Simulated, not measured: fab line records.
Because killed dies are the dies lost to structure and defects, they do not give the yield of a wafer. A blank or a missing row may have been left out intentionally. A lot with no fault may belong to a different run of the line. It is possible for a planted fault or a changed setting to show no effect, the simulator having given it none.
Chamber matching ; flow sky130 ; SKY_VIA1_ETCH_14 on rie diel-03: 4 sister chambers
The step etches BARC in N2/H2, stops on SiO2, time 45.9 s, target depth 60 nm. 8 wafers are shown with their chamber, then 6 later ones without.

## EACH WAFER AND ITS CHAMBER
wafer;chamber;drypump motor current A (A);oes product au (a.u.)
L902.4;3;4.8;0.856
L902.6;2;5.7;0.846
L905.2;3;4.7;0.858
L905.4;0;6.1;0.853
L906.2;0;6.1;0.862
L906.3;2;5.7;0.854
L912.3;1;5.8;0.865
L912.6;1;5.8;0.854

## WAFERS WITH NO CHAMBER GIVEN
wafer;drypump motor current A (A);oes product au (a.u.)
L919.2;4.8;0.849
L919.3;5.9;0.855
L919.5;5.8;0.855
L921.4;5.7;0.851
L921.5;5.7;0.856
L921.6;4.8;0.847

## WHICH CHAMBER EACH WENT THROUGH
wafer;from the rows above;in truth
L919.2;3;3
L919.3;1;1
L919.5;1;1
L921.4;2;2
L921.5;can't be placed: 2 or 1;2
L921.6;3;3
Placed correctly: 5 of 6. Cannot be placed on the basis of these rows: 1; the candidates contain the true chamber in 1. 0 placed wrongly.
How it was worked out, from the rows above alone: a wafer's distance from a chamber is the root of the sum, over the readings, of the square of ((its reading less the chamber's mean) divided by the reading's scatter). The wafer belongs to the nearest chamber; if the next one is less than 2 further off, it can't be placed. For every chamber, the mean is computed from those of its wafers that are shown. How the scatter is found: for the shown wafers, subtract from each reading the mean of its chamber, square and add these, divide the total by (wafers less chambers), then take the root.
